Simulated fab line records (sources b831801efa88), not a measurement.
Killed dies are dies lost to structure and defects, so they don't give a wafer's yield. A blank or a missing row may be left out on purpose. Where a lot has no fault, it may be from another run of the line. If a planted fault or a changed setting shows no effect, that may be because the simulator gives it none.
Chamber matching | flow sky130 | SKY_VIA4_ETCH_12 on rieDiel-02 has 4 sister chambers
The step etches SiO2 in C4F8/O2/Ar, stops on TiN, target depth 580 nm. 24 wafers are shown with their chamber, then 12 later ones without.

== WAFERS, EACH WITH ITS CHAMBER ==
wafer  | chamber | oesProductAu (a.u.)
L079.1 | 1       | 0.930
L079.2 | 0       | 0.922
L079.3 | 2       | 0.929
L079.4 | 3       | 0.927
L079.5 | 1       | 0.926
L079.6 | 2       | 0.928
L080.2 | 3       | 0.926
L080.4 | 2       | 0.922
L080.5 | 0       | 0.916
L081.4 | 3       | 0.923
L081.5 | 0       | 0.923
L081.6 | 1       | 0.938
L084.1 | 2       | 0.925
L084.2 | 1       | 0.924
L084.3 | 3       | 0.927
L084.4 | 0       | 0.920
L084.5 | 3       | 0.931
L084.6 | 0       | 0.928
L086.1 | 3       | 0.928
L086.3 | 2       | 0.919
L086.5 | 2       | 0.925
L087.2 | 2       | 0.926
L087.4 | 1       | 0.934
L087.5 | 3       | 0.918

SIGNATURES (averages over the wafers above)
reading      | chamber 0 | chamber 1 | chamber 2 | chamber 3 | scatter within a chamber
oesProductAu | 0.92180   | 0.93040   | 0.92486   | 0.92571   | 0.00437
Rule: a wafer lies at a distance from a chamber equal to the root of the sum of squares, over the readings, of (its reading less the chamber's mean, divided by the reading's scatter). The wafer belongs to the nearest chamber; if the next one is less than 2 further off, it can't be placed. The scatter is the square root of a quotient: the sum, over the shown wafers, of each reading's squared deviation from its chamber's mean, divided by wafers minus chambers.

== WAFERS WHOSE CHAMBER IS MISSING ==
wafer  | oesProductAu (a.u.)
L090.1 | 0.929
L090.2 | 0.925
L090.3 | 0.916
L090.4 | 0.932
L090.5 | 0.920
L090.6 | 0.924
L094.3 | 0.929
L094.5 | 0.923
L094.6 | 0.933
L096.2 | 0.924
L096.4 | 0.926
L096.5 | 0.920

== THE CHAMBER EACH PASSED THROUGH ==
wafer  | from the rows above               | in truth
L090.1 | can't be placed: 1 or 3 or 2 or 0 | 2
L090.2 | can't be placed: 2 or 3 or 0 or 1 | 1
L090.3 | can't be placed: 0 or 2 or 3 or 1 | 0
L090.4 | can't be placed: 1 or 3 or 2 or 0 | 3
L090.5 | can't be placed: 0 or 2 or 3 or 1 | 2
L090.6 | can't be placed: 2 or 3 or 0 or 1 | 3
L094.3 | can't be placed: 1 or 3 or 2 or 0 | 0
L094.5 | can't be placed: 0 or 2 or 3 or 1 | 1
L094.6 | can't be placed: 1 or 3 or 2 or 0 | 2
L096.2 | can't be placed: 2 or 3 or 0 or 1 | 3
L096.4 | can't be placed: 3 or 2 or 0 or 1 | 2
L096.5 | can't be placed: 0 or 2 or 3 or 1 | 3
0 of 12 placed correctly. From these rows, 12 cannot be placed; in 12 the true chamber is one of the candidates. Placed wrongly: 0.
